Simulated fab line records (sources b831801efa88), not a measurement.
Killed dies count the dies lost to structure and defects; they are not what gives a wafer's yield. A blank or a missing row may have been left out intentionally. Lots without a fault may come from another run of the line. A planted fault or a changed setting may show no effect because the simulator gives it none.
fab line records | flow gf180mcu
record lots=14 wafers=42 lastDay=34
route steps=602 shown POLY_GATE@157 V3@454 M4@471 V5@564
lots that met no fault: from a run of the same line without faults
startH: hours from the record's first day to the start of the lot's first wafer shown | waitH: hours elapsed since this lot's preceding step | " the same as in the row above | L1.1+2: a row that stands for several wafers | - no value, or no start was given | * or withheld: withheld | < > ~ a bound
route shown NAME@n: a module of which the file shows steps, and the number in the route of the first | usual: average and standard deviation across the fault-free wafers | same: alike in all rows | chamber/n: place in a boat | sites: per-site readings | _std_site: standard deviation across them | _edge_site: outer sites' mean less inner sites' | radiusMm: how far each site lies from the wafer's centre | mask NAME#n: copy n | behind: the last tool/chamber to shape the wafer | hold: what put the lot on hold/how long, in hours/how the hold closed | device: names the non-switching transistor (n, p or np) | end of line: at the end of the route, the tests of the same wafers | for a step that has no rows: nothing shown but its recipe | killed: at the first sort, the dies lost to defects and structure; wafer yield is something else | map: the dies of a wafer, with x for killed, . for not killed, _ for no die there
set.NAME: setting as actually run; set.NAME@STEP: the setting as run at that earlier step | model.NAME: the simulator's own value behind a step, which no gauge read
a sample of lots followed through the steps of the route, with each step as a table and each wafer as a row
services: a tool's chamber out of use, with start hour (startH, from the record's first day; less than 0 if before it), hours out, and reason
## steps
# step GF_POLY_GATE_CVD_00
# recipe material=poly-Si targetThkNm=200 tempC=620 timeS=1200 pressureMtorr=200
# usual pressureMtorr=200.0/0.41 spikeTcLowerC=621.3/1.4
# columns lot.wafer tool chamber startH waitH pressureMtorr spikeTcLowerC
L335.3 lpcvd-02 1 179.20 0.0 199.7 621.3
L335.4 " 1 " " 199.6 620.5
L335.5 " 1 " " 199.7 620.1
L336.2 lpcvd-02 0 181.23 0.0 199.7 620.9
L336.5 " 0 " " 199.7 623.7
L336.6 " 0 " " 199.9 622.1
L337.1 lpcvd-02 0 194.87 0.0 200.2 621.7
L337.3 " 0 " " 200.6 622.1
L337.6 " 0 " " 199.9 620.0
L339.1 lpcvd-02 0 212.44 0.0 200.0 621.5
L339.2 " 0 " " 200.3 623.0
L339.5 " 0 " " 199.2 623.7
L341.4 lpcvd-01 1 224.28 0.8 200.0 620.9
L341.5 " 1 " " 199.5 621.6
L341.6 " 1 " " 199.8 622.2
L343.3 lpcvd-01 0 238.08 0.0 199.9 618.1
L343.5 " 0 " " 199.2 619.2
L343.6 " 0 " " 199.9 619.3
L342.2 lpcvd-02 1 239.63 0.0 199.5 621.2
L342.3 " 1 " " 199.6 619.0
L342.5 " 1 " " 199.2 621.1
L346.1 lpcvd-02 0 255.48 0.0 199.7 621.5
L346.2 " 0 " " 199.4 621.3
L346.5 " 0 " " 199.6 621.4
L347.2 lpcvd-01 0 260.89 0.0 199.9 619.1
L347.4 " 0 " " 200.3 620.1
L347.6 " 0 " " 200.1 620.0
L349.2 lpcvd-02 1 280.06 0.0 240.8 620.0
L349.4 " 1 " " 240.0 620.0
L349.6 " 1 " " 240.3 620.9
L350.1 lpcvd-02 1 288.64 0.0 239.7 620.5
L350.3 " 1 " " 240.4 619.5
L350.6 " 1 " " 239.9 619.0
L352.2 lpcvd-02 1 298.41 0.0 239.9 619.4
L352.3 " 1 " " 239.8 621.8
L352.5 " 1 " " 240.0 618.2
L354.2 lpcvd-01 1 311.95 0.0 199.7 622.4
L354.3 " 1 " " 200.0 622.7
L354.4 " 1 " " 200.4 621.6
L357.1 lpcvd-01 1 331.58 0.0 200.5 624.1
L357.4 " 1 " " 200.6 622.8
L357.5 " 1 " " 200.2 623.4
# step GF_POLY_GATE_THK_MEAS_01
# recipe reads=poly-Si_of_POLY_GATE_CVD_00
# usual POLY_GATE_CVD_00_THK=200.4/1.9
# columns lot.wafer tool chamber startH waitH POLY_GATE_CVD_00_THK[nm]
L335.3 filmMetro-01 - 180.55 0.0 200.8
L335.4 " - " " 201.9
L335.5 " - " " 200.8
L336.2 filmMetro-03 - 182.57 0.0 200.8
L336.5 " - " " 201.9
L336.6 " - " " 201.2
L337.1 filmMetro-03 - 196.20 0.0 196.7
L337.3 " - " " 196.5
L337.6 " - " " 196.1
L339.1 filmMetro-04 - 213.77 0.0 199.7
L339.2 " - " " 202.0
L339.5 " - " " 200.3
L341.4 filmMetro-04 - 225.64 0.0 204.3
L341.5 " - " " 204.1
L341.6 " - " " 203.1
L343.3 filmMetro-04 - 239.43 0.0 199.7
L343.5 " - " " 200.8
L343.6 " - " " 200.8
L342.2 filmMetro-03 - 240.98 0.0 198.0
L342.3 " - " " 197.1
L342.5 " - " " 197.9
L346.1 filmMetro-03 - 256.81 0.0 200.1
L346.2 " - " " 199.9
L346.5 " - " " 198.1
L347.2 filmMetro-04 - 262.24 0.0 200.9
L347.4 " - " " 201.5
L347.6 " - " " 201.0
L349.2 filmMetro-03 - 281.40 0.0 219.4
L349.4 " - " " 218.9
L349.6 " - " " 220.6
L350.1 filmMetro-04 - 290.64 0.0 217.4
L350.3 " - " " 217.2
L350.6 " - " " 216.9
L352.2 filmMetro-03 - 300.42 0.0 223.3
L352.3 " - " " 222.2
L352.5 " - " " 223.9
L354.2 filmMetro-03 - 313.29 0.0 201.5
L354.3 " - " " 199.3
L354.4 " - " " 201.4
L357.1 filmMetro-01 - 332.91 0.0 202.7
L357.4 " - " " 202.3
L357.5 " - " " 202.7
# step GF_V3_THK_MEAS_25
# recipe thkMeasGauge=xrf reads=W_of_V3_CVD_23
# usual V3_W_THK=361/6.9
# columns lot.wafer tool chamber startH waitH V3_W_THK[nm]
L335.3 filmMetro-01 - 511.46 0.1 357
L335.4 " - " " 356
L335.5 " - " " 360
L336.2 filmMetro-04 - 514.92 0.1 363
L336.5 " - " " 357
L336.6 " - " " 366
L337.1 filmMetro-04 - 533.72 0.1 361
L337.3 " - " " 365
L337.6 " - " " 368
L339.1 filmMetro-01 - 553.38 0.1 359
L339.2 " - " " 360
L339.5 " - " " 355
L341.4 filmMetro-01 - 571.09 0.1 353
L341.5 " - " " 351
L341.6 " - " " 357
L343.3 filmMetro-04 - 585.66 0.1 368
L343.5 " - " " 370
L343.6 " - " " 368
L342.2 filmMetro-01 - 591.88 0.1 349
L342.3 " - " " 358
L342.5 " - " " 364
L346.1 filmMetro-01 - 607.70 0.1 358
L346.2 " - " " 350
L346.5 " - " " 355
L347.2 filmMetro-04 - 616.21 0.1 358
L347.4 " - " " 360
L347.6 " - " " 360
L349.2 filmMetro-01 - 637.61 0.1 362
L349.4 " - " " 360
L349.6 " - " " 355
L350.1 filmMetro-02 - 641.52 0.1 372
L350.3 " - " " 365
L350.6 " - " " 362
L352.2 filmMetro-02 - 658.43 0.1 382
L352.3 " - " " 374
L352.5 " - " " 383
L354.2 filmMetro-04 - 665.69 0.1 362
L354.3 " - " " 361
L354.4 " - " " 373
L357.1 filmMetro-02 - 685.28 0.1 374
L357.4 " - " " 368
L357.5 " - " " 367
# step GF_M4_OVL_MEAS_15
# usual M4_OVL=3/5.1
# columns lot.wafer tool chamber startH waitH M4_OVL[nm]
L335.3 overlay-02 - 534.60 0.1 -1
L335.4 " - " " 3
L335.5 " - " " 3
L336.2 overlay-02 - 538.96 0.1 9
L336.5 " - " " -5
L336.6 " - " " 2
L337.1 overlay-01 - 556.14 0.1 4
L337.3 " - " " 3
L337.6 " - " " 0
L339.1 overlay-02 - 576.14 0.1 10
L339.2 " - " " 15
L339.5 " - " " 5
L341.4 overlay-02 - 593.48 0.1 5
L341.5 " - " " 2
L341.6 " - " " 4
L343.3 overlay-01 - 607.87 0.1 6
L343.5 " - " " 5
L343.6 " - " " 3
L342.2 overlay-01 - 613.56 0.1 -2
L342.3 " - " " -3
L342.5 " - " " 5
L346.1 overlay-01 - 627.93 0.1 -7
L346.2 " - " " -5
L346.5 " - " " -1
L347.2 overlay-02 - 636.61 0.1 -3
L347.4 " - " " -4
L347.6 " - " " -1
L349.2 overlay-01 - 658.24 0.1 3
L349.4 " - " " 0
L349.6 " - " " 10
L350.1 overlay-01 - 661.99 0.1 -1
L350.3 " - " " 3
L350.6 " - " " 5
L352.2 overlay-02 - 678.91 0.1 -4
L352.3 " - " " -4
L352.5 " - " " -3
L354.2 overlay-02 - 684.99 0.1 12
L354.3 " - " " 10
L354.4 " - " " 3
L357.1 overlay-01 - 704.79 0.1 2
L357.4 " - " " 5
L357.5 " - " " -2
# step GF_V5_RS_MEAS_24
# recipe thkMeasGauge=four-point-probe reads=W_of_V5_CVD_23+TiN_of_V5_SPUTTER_22+Ti_of_V5_SPUTTER_21
# usual V5_W_RS=0.326/0.0043
# columns lot.wafer tool chamber startH waitH V5_W_RS[ohm/sq]
L335.3 filmMetro-01 - 626.60 0.1 0.329
L335.4 " - " " 0.339
L335.5 " - " " 0.335
L336.2 filmMetro-01 - 632.68 0.1 0.324
L336.5 " - " " 0.324
L336.6 " - " " 0.330
L337.1 filmMetro-01 - 645.51 0.1 0.322
L337.3 " - " " 0.325
L337.6 " - " " 0.330
L339.1 filmMetro-01 - 664.42 0.1 0.327
L339.2 " - " " 0.327
L339.5 " - " " 0.333
L341.4 filmMetro-01 - 679.59 0.1 0.321
L341.5 " - " " 0.321
L341.6 " - " " 0.329
L343.3 filmMetro-02 - 693.33 0.1 0.325
L343.5 " - " " 0.331
L343.6 " - " " 0.327
L342.2 filmMetro-01 - 696.45 0.1 0.329
L342.3 " - " " 0.323
L342.5 " - " " 0.327
L346.1 filmMetro-01 - 709.73 0.1 0.329
L346.2 " - " " 0.323
L346.5 " - " " 0.324
L347.2 filmMetro-04 - 719.17 0.1 0.327
L347.4 " - " " 0.328
L347.6 " - " " 0.327
L349.2 filmMetro-04 - 738.19 0.1 0.328
L349.4 " - " " 0.325
L349.6 " - " " 0.327
L350.1 filmMetro-02 - 741.60 0.1 0.330
L350.3 " - " " 0.326
L350.6 " - " " 0.331
L352.2 filmMetro-02 - 756.51 0.1 0.323
L352.3 " - " " 0.321
L352.5 " - " " 0.324
L354.2 filmMetro-02 - 762.96 0.1 0.325
L354.3 " - " " 0.330
L354.4 " - " " 0.326
L357.1 filmMetro-01 - 779.11 0.1 0.319
L357.4 " - " " 0.320
L357.5 " - " " 0.317
## services
# columns tool chamber startH hours kind
lpcvd-01 - 181.74 2.8 pm
lpcvd-02 - 187.67 1.2 repair
lpcvd-01 - 279.45 6.1 pm
lpcvd-01 - 291.47 4.3 pm
lpcvd-02 - 304.85 0.7 repair
## key
firstSign step=GF_POLY_GATE_CVD_00 reading=pressureMtorr direction=up sigmas=98 usual=200.0 struck=240.1
effect step=GF_POLY_GATE_THK_MEAS_01 reading=POLY_GATE_CVD_00_THK direction=up sigmas=11 usual=200.4 struck=220.0
metAt GF_POLY_GATE_CVD_00
struckLots L349,L350,L352
testerLeftOut L349,L350,L352
notActingAt GF_V3_THK_MEAS_25,GF_M4_OVL_MEAS_15,GF_V5_RS_MEAS_24
onsetBetween 255.48 280.06
fault kind=processParameterDrift tool=lpcvd-02 chamber=- onsetH=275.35 steps=GF_POLY_GATE_CVD_00 channel=pressureMtorr offset=40 shape=step endH=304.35 actsIn=theseRecipesOnly stated=200
# testerLeftOut: of these lots the tester's yield and bins aren't shown, on N5 and GAA mostly nor the transistor test; their killed dies are dies lost to structure and defects alone, not to doping, threshold or leakage, so they don't give the yield
